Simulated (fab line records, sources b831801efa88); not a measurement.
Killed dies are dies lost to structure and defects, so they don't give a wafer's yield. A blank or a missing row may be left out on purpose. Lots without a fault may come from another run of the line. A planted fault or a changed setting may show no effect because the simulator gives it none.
Chamber matching | flow sky130 | SKY_FIELD_ISO_ETCH_17 on rie_si-02: 4 sister chambers
The step etches Si in HBr/Cl2/O2, target depth 342 nm, time 97.7 s. 8 wafers are shown with their chamber, then 7 later ones without.

WAFERS WITH THEIR CHAMBER
wafer  | chamber | oes_product_au (a.u.) | throttle_valve_pct (%)
L379.3 | 2       | 0.991                 | 25.663
L380.4 | 0       | 1.012                 | 25.643
L380.6 | 1       | 0.986                 | 25.661
L386.1 | 3       | 0.984                 | 25.661
L386.3 | 2       | 0.990                 | 25.665
L386.5 | 3       | 0.989                 | 25.675
L391.1 | 0       | 1.010                 | 25.665
L391.4 | 1       | 0.987                 | 25.666

WAFERS WITHOUT THEIR CHAMBER
wafer  | oes_product_au (a.u.) | throttle_valve_pct (%)
L391.6 | 0.998                 | 25.659
L392.2 | 0.999                 | 25.662
L392.4 | 1.010                 | 25.643
L392.6 | 0.985                 | 25.660
L396.1 | 1.013                 | 25.648
L396.3 | 0.993                 | 25.655
L396.4 | 0.998                 | 25.663

WHICH CHAMBER EACH WENT THROUGH
wafer  | from the rows above          | in truth
L391.6 | 2                            | 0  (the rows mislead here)
L392.2 | can't be placed: 2 or 0      | 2
L392.4 | 0                            | 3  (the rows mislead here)
L392.6 | can't be placed: 1 or 3 or 2 | 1
L396.1 | 0                            | 0
L396.3 | can't be placed: 2 or 1 or 3 | 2
L396.4 | 2                            | 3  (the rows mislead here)
Placed correctly: 1 of 7. Can't be placed from these rows: 3 (the true chamber is among the candidates in 3). Placed wrongly: 3.
How it was worked out, from the rows above alone: a wafer's distance from a chamber is the root of the sum, over the readings, of the square of ((its reading less the chamber's mean) divided by the reading's scatter). The wafer belongs to the nearest chamber; if the next one is less than 2 further off, it can't be placed. A chamber's mean is the mean of its shown wafers. The scatter: the root of (the sum of the squares of (reading less its chamber's mean) over the shown wafers, divided by (wafers less chambers)).
